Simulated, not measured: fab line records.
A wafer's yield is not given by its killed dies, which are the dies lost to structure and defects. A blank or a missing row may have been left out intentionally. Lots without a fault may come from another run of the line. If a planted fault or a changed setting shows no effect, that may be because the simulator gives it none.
8D (eight disciplines) problem report, filled in by code | flow gf180mcu | the parts of the form that need people (team, actions taken, sign-off) are left out

## 1. WHAT WENT WRONG
Wafers without a fault read 496.6 W, standard deviation 1.7; rf fwd power W at GF_POLY_GATE_ETCH_12 reads a mean of 418.9 W on 2 wafers belonging to 2 lots. Relative to the usual mean, that is a shift of -46 standard deviations.
The step: etches BARC in N2/H2.
First seen on wafer L980.3, day 14 11:53, on rie diel-04. The record holds 39 wafers of 13 lots with a number at this step. The rule behind "out" and "out of limits": a value lying over 4 standard deviations away from the usual mean. The rest of the wafers with a number are treated as sound.

## 2. WHAT IT IS AND WHAT IT IS NOT
question                    | is                | is not
which readings at this step | rf fwd power W    | chamber pressure mTorr, drypump motor current A, oes product au, throttle valve pct
which lots                  | L980, L981        | L962, L964, L965, L966, L967, L968, L969, L972, L976, L983, L984
which wafers of those lots  | L980.3, L981.2    | L980.2, L980.6, L981.1, L981.5
read on which tools         | rie diel-04       | rie diel-02, rie diel-03
when                        | from day 14 11:53 | up to then (29 sound wafers); but 8 sound wafers of L981, L983, L984 came after

## 3. THE SUSPECTS, EACH WITH WHAT RULES IT OUT
Counting: if a tool at a process step up to the reading ran every lot that is out, it stays a suspect. Sound lots after the first of them don't rule it out here, since some wafers of a struck lot are sound.
- rie diel-04 at GF_POLY_GATE_ETCH_12 (etches BARC in N2/H2): kept. It ran every lot that is out, first L980 (day 14 11:53); its last sound lot up to then is L968 (day 11 00:11). On those wafers its own readings are out: rf fwd power W.
- Within rie diel-04 at GF_POLY_GATE_ETCH_12: the wafers that are out ran in chamber 0; their sound lot-mates ran in chambers 1, 3.
Remaining after the count: rie diel-04 at GF_POLY_GATE_ETCH_12.

## 4. THE CAUSE (what the simulator had put in)
rie diel-04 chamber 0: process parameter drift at GF_POLY_GATE_ETCH_12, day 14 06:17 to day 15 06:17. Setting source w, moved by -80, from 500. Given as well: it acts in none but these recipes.
Only this tool survived the counting.

## 5. SEQUENCE OF EFFECTS, ordered by route
Each row: a reading whose mean over the struck wafers that have a number lies more than 3 standard deviations from the usual. Scope: only readings with a usual standard deviation given in the record; hours: median across lots of the time from each lot's start at the first step in this table that gives one to its start at this step; sigmas: change in usual standard deviations.
hours | step                 | reading        | usual   | on struck wafers | change | sigmas
0     | GF_POLY_GATE_ETCH_12 | rf fwd power W | 496.6 W | 418.9            | -77.7  | -46
Its process steps:
- GF_POLY_GATE_ETCH_12: etches BARC in N2/H2.
Later measuring or inspecting steps at which every struck wafer that the step has a row for has a number for every such reading, and none has moved that far: GF_V4_THK_MEAS_01, GF_V4_THK_MEAS_03.

## 6. WHAT WOULD HAVE CAUGHT IT SOONER
First out-of-limits reading in this record: day 14 11:53, which is 6 hours after fault onset at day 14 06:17.
